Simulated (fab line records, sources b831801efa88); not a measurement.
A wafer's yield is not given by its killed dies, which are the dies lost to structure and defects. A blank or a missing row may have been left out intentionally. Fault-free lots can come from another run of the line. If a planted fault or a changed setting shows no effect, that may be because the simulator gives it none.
Which tool is to blame? :: flow sky130 :: 13 lots, 39 wafers sampled, at 5 steps of a route of 708

== WHAT EACH GAUGE READ, for each wafer ==
SKY_VT_ADJUST_HVTP_TW_MEAS_11.
lot: L859
measured: day 6 00:49
on: film metro-04
VT_ADJUST_HVTP_TW: 1351 1352 1352

lot: L861
measured: day 6 13:15
on: film metro-01
VT_ADJUST_HVTP_TW: 1362 1351 1345

lot: L862
measured: day 6 23:35
on: film metro-01
VT_ADJUST_HVTP_TW: 1348 1349 1348

lot: L864
measured: day 7 14:25
on: film metro-04
VT_ADJUST_HVTP_TW: 1361 1351 1351

lot: L866
measured: day 8 01:48
on: film metro-03
VT_ADJUST_HVTP_TW: 1361 1363 1366

lot: L870
measured: day 9 00:10
on: film metro-03
VT_ADJUST_HVTP_TW: 1368 1359 1366

lot: L871
measured: day 9 07:51
on: film metro-04
VT_ADJUST_HVTP_TW: 1359 1358 1356

lot: L872
measured: day 9 15:16
on: film metro-04
VT_ADJUST_HVTP_TW: 1356 1356 1357

lot: L874
measured: day 10 00:10
on: film metro-04
VT_ADJUST_HVTP_TW: 1348 1340 1355

lot: L876
measured: day 10 16:17
on: film metro-04
VT_ADJUST_HVTP_TW: 1363 1352 1352

lot: L879
measured: day 11 10:12
on: film metro-04
VT_ADJUST_HVTP_TW: 1352 1356 1348

lot: L880
measured: day 11 14:58
on: film metro-04
VT_ADJUST_HVTP_TW: 1351 1347 1353

lot: L882
measured: day 12 07:04
on: film metro-04
VT_ADJUST_HVTP_TW: 1356 1360 1361

SKY_VT_ADJUST_LVTN_OVL_MEAS_07.
lot: L859
measured: day 6 19:02
on: overlay-01
VT_ADJUST_LVTN_OVL (nm): 0.4 0.6 0.2

lot: L861
measured: day 7 08:05
on: overlay-01
VT_ADJUST_LVTN_OVL (nm): -2.0 -1.9 -1.7

lot: L862
measured: day 7 19:38
on: overlay-02
VT_ADJUST_LVTN_OVL (nm): 1.5 1.1 -0.1

lot: L864
measured: day 8 11:25
on: overlay-02
VT_ADJUST_LVTN_OVL (nm): 0.8 -0.8 0.4

lot: L866
measured: day 8 22:47
on: overlay-02
VT_ADJUST_LVTN_OVL (nm): -1.4 -1.0 0.2

lot: L870
measured: day 9 21:32
on: overlay-01
VT_ADJUST_LVTN_OVL (nm): -1.2 -0.4 -1.1

lot: L871
measured: day 10 05:34
on: overlay-02
VT_ADJUST_LVTN_OVL (nm): 1.6 1.2 0.7

lot: L872
measured: day 10 12:40
on: overlay-02
VT_ADJUST_LVTN_OVL (nm): -0.3 1.6 0.7

lot: L874
measured: day 10 21:37
on: overlay-01
VT_ADJUST_LVTN_OVL (nm): -1.2 0.5 0.4

lot: L876
measured: day 11 15:20
on: overlay-01
VT_ADJUST_LVTN_OVL (nm): 0.6 2.8 -1.4

lot: L879
measured: day 12 09:46
on: overlay-02
VT_ADJUST_LVTN_OVL (nm): -0.8 0.2 -1.3

lot: L880
measured: day 12 14:43
on: overlay-02
VT_ADJUST_LVTN_OVL (nm): 2.2 0.0 2.2

lot: L882
measured: day 13 06:34
on: overlay-02
VT_ADJUST_LVTN_OVL (nm): 0.4 0.4 -0.2

SKY_GATE_OXIDE_TW_MEAS_14.
lot: L859
measured: day 13 11:47
on: film metro-01
GATE_OXIDE_TW: 220.8 221.6 221.8

lot: L861
measured: day 14 08:17
on: film metro-04
GATE_OXIDE_TW: 224.6 222.1 224.2

lot: L862
measured: day 15 22:34
on: film metro-02
GATE_OXIDE_TW: 221.4 221.3 222.2

lot: L864
measured: day 15 22:37
on: film metro-04
GATE_OXIDE_TW: 224.9 224.0 224.8

lot: L866
measured: day 16 08:25
on: film metro-04
GATE_OXIDE_TW: 223.7 222.9 223.5

lot: L870
measured: day 17 18:58
on: film metro-04
GATE_OXIDE_TW: 271.8 273.6 274.8

lot: L871
measured: day 18 02:29
on: film metro-01
GATE_OXIDE_TW: 220.9 220.5 220.8

lot: L872
measured: day 18 12:40
on: film metro-01
GATE_OXIDE_TW: 270.7 271.5 271.8

lot: L874
measured: day 18 23:10
on: film metro-01
GATE_OXIDE_TW: 221.4 222.3 220.7

lot: L876
measured: day 19 16:53
on: film metro-01
GATE_OXIDE_TW: 271.4 272.1 271.5

lot: L879
measured: day 20 14:38
on: film metro-02
GATE_OXIDE_TW: 221.3 221.1 222.6

lot: L880
measured: day 20 19:10
on: film metro-04
GATE_OXIDE_TW: 223.4 221.5 223.5

lot: L882
measured: day 21 16:54
on: film metro-04
GATE_OXIDE_TW: 222.6 223.7 223.6

SKY_POLY_GATE_THK_MEAS_04.
lot: L859
measured: day 14 23:07
on: film metro-01
POLY_GATE_CVD_03_THK (nm): 75.4 75.3 75.6

lot: L861
measured: day 15 16:06
on: film metro-01
POLY_GATE_CVD_03_THK (nm): 74.5 74.8 74.7

lot: L862
measured: day 17 18:46
on: film metro-01
POLY_GATE_CVD_03_THK (nm): 76.7 76.2 76.3

lot: L864
measured: day 17 14:02
on: film metro-04
POLY_GATE_CVD_03_THK (nm): 75.2 75.8 75.7

lot: L866
measured: day 18 00:47
on: film metro-03
POLY_GATE_CVD_03_THK (nm): 75.3 75.4 75.6

lot: L870
measured: day 19 06:56
on: film metro-04
POLY_GATE_CVD_03_THK (nm): 75.7 75.6 74.9

lot: L871
measured: day 19 15:39
on: film metro-04
POLY_GATE_CVD_03_THK (nm): 76.1 75.4 75.4

lot: L872
measured: day 20 01:26
on: film metro-03
POLY_GATE_CVD_03_THK (nm): 75.3 76.1 75.9

lot: L874
measured: day 20 10:38
on: film metro-04
POLY_GATE_CVD_03_THK (nm): 75.1 75.0 76.1

lot: L876
measured: day 21 01:01
on: film metro-03
POLY_GATE_CVD_03_THK (nm): 76.3 76.0 76.6

lot: L879
measured: day 22 01:31
on: film metro-03
POLY_GATE_CVD_03_THK (nm): 75.4 75.4 75.6

lot: L880
measured: day 22 06:38
on: film metro-04
POLY_GATE_CVD_03_THK (nm): 76.1 76.0 76.0

lot: L882
measured: day 23 03:05
on: film metro-03
POLY_GATE_CVD_03_THK (nm): 74.5 75.0 74.7

== WHICH TOOL RAN EACH LOT (tool, then ch and the chambers of the sampled wafers, then the start) ==
lot: L859
SKY_GATE_OXIDE_IMPLANT_11: implanter-04 ch 0, day 13 11:19

lot: L861
SKY_GATE_OXIDE_IMPLANT_11: implanter-01 ch 0, day 14 07:58

lot: L862
SKY_GATE_OXIDE_IMPLANT_11: implanter-04 ch 0, day 15 22:13

lot: L864
SKY_GATE_OXIDE_IMPLANT_11: implanter-01 ch 0, day 15 22:16

lot: L866
SKY_GATE_OXIDE_IMPLANT_11: implanter-03 ch 0, day 16 08:06

lot: L870
SKY_GATE_OXIDE_IMPLANT_11: implanter-03 ch 0, day 17 18:12

lot: L871
SKY_GATE_OXIDE_IMPLANT_11: implanter-01 ch 0, day 18 02:10

lot: L872
SKY_GATE_OXIDE_IMPLANT_11: implanter-04 ch 0, day 18 11:50

lot: L874
SKY_GATE_OXIDE_IMPLANT_11: implanter-01 ch 0, day 18 22:50

lot: L876
SKY_GATE_OXIDE_IMPLANT_11: implanter-01 ch 0, day 19 16:08

lot: L879
SKY_GATE_OXIDE_IMPLANT_11: implanter-01 ch 0, day 20 14:18

lot: L880
SKY_GATE_OXIDE_IMPLANT_11: implanter-01 ch 0, day 20 18:48

lot: L882
SKY_GATE_OXIDE_IMPLANT_11: implanter-03 ch 0, day 21 16:33
- SKY_GATE_OXIDE_IMPLANT_11

== WHAT THE TOOLS THEMSELVES READ (means of the sampled wafers that have a number; where no wafer has one, the mark that the record gives instead) ==
SKY_GATE_OXIDE_IMPLANT_11.
lot: L859
tool: implanter-04
beam energy keV: 9.998

lot: L861
tool: implanter-01
beam energy keV: 10.005

lot: L862
tool: implanter-04
beam energy keV: 10.004

lot: L864
tool: implanter-01
beam energy keV: 9.998

lot: L866
tool: implanter-03
beam energy keV: 9.998

lot: L870
tool: implanter-03
beam energy keV: 10.002

lot: L871
tool: implanter-01
beam energy keV: 10.000

lot: L872
tool: implanter-04
beam energy keV: 10.000

lot: L874
tool: implanter-01
beam energy keV: 10.003

lot: L876
tool: implanter-01
beam energy keV: 10.002

lot: L879
tool: implanter-01
beam energy keV: 9.998

lot: L880
tool: implanter-01
beam energy keV: 9.999

lot: L882
tool: implanter-03
beam energy keV: 9.998

== THE ANSWER, worked out from the rows above alone ==
Rule: the usual values come from the lots themselves. Put in order of their means at a reading, lots are off if they are a third of the lots or fewer, leave a main group of 4 or more, and stand apart from it by a gap of 3 or more times the standard deviation of the main group's means; of several such gaps the widest counts. If all means in a main group match to the digits the tables above print for the reading, that group is not used. A lot without any number at a reading at which 4 lots or more have one is off too. All remaining lots with rows at the step are treated as sound. After the gauges, taken in route order, come the tools' own readings; for these a lot's mean is taken, as printed above. The first step at which some lot is off is used, and at that step the reading that is off furthest; a lot without a number counts as furthest.
Off: L870, L872, L876, seen at SKY_GATE_OXIDE_TW_MEAS_14 (GATE_OXIDE_TW). Mean 222.5 and standard deviation 1.2 in the main group.
If a tool, at a process step before that reading, ran all the lots that are off and no sound lot after the first of them, it fits. Gauges at SKY_GATE_OXIDE_TW_MEAS_14: tried the same way as those tools. No candidate that was tried fits.

== WHAT WAS PUT IN BY THE SIMULATOR ==
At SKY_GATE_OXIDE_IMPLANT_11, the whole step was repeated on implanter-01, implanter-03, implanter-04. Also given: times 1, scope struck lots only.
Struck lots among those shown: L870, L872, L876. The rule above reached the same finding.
